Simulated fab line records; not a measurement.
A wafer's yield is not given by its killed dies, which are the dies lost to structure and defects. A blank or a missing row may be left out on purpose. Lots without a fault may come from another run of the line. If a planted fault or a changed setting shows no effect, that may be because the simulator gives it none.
The same fault as seen by 2 desks / flow sky130 / each desk holds nothing but its own numbers, with what lay behind them at the end

== AT THE METROLOGY DESK ==
Means of the sampled wafers that have a number, per lot and without regard to the tool the lot ran on: this is what the gauges read. Any lot whose mean is over 4 standard deviations away from the usual mean is out of limits and marked OUT; that distance is given in the brackets.
Columns: A = VT_ADJUST_NCORE_OVL at SKY_VT_ADJUST_NCORE_OVL_MEAS_08, usual -1.6 nm; B = VT_ADJUST_HVTR_TW at SKY_VT_ADJUST_HVTR_TW_MEAS_11, usual 211.2
lot=L496; first seen here=day 8 10:44; A=-0.3; B=210.9
lot=L497; first seen here=day 8 21:10; A=-2.3; B=210.9
lot=L502; first seen here=day 11 00:20; A=-1.7; B=210.8
lot=L504; first seen here=day 11 12:07; A=-2.3; B=211.6
lot=L505; first seen here=day 11 17:26; A=0.1; B=212.4
lot=L507; first seen here=day 12 08:41; A=-1.6; B=210.4
lot=L511; first seen here=day 12 22:02; A=-6.2; B=212.8
lot=L510; first seen here=day 13 00:11; A=-2.7; B=212.5
lot=L517; first seen here=day 14 19:49; A=-3.7; B=210.8
lot=L518; first seen here=day 15 04:56; A=0.0; B=211.1
lot=L519; first seen here=day 15 14:49; A=-1.9; B=211.1
Result from this desk: across the 11 lots, nothing is out of limits.

== DESK OF THE TOOL OWNER: iline_stepper-02 ==
The tool's own readings at SKY_VT_ADJUST_NCORE_EXPOSE_04 (exposes mask LVTN COMPLEMENT THIN, target cd 380 nm): means of the sampled wafers that have a number, for each lot that ran on this tool. Any lot whose mean is over 4 standard deviations away from the usual mean is out of limits and marked OUT; that distance is given in the brackets.
Columns: A = reticle_temp_C at SKY_VT_ADJUST_NCORE_EXPOSE_04, usual 23.00 C
lot=L496; first seen here=day 8 00:41; A=22.98
lot=L497; first seen here=day 8 10:19; A=22.99
lot=L502; first seen here=day 10 12:34; A=23.07
lot=L504; first seen here=day 11 00:31; A=23.03
lot=L505; first seen here=day 11 05:26; A=22.90
lot=L511; first seen here=day 12 09:40; A=23.03
Result from this desk: across the 6 lots, nothing is out of limits.

== PUT TOGETHER ==
The metrology desk saw nothing out of limits.
The desk of the tool owner found nothing out of limits.

== WHAT WAS PUT IN BY THE SIMULATOR ==
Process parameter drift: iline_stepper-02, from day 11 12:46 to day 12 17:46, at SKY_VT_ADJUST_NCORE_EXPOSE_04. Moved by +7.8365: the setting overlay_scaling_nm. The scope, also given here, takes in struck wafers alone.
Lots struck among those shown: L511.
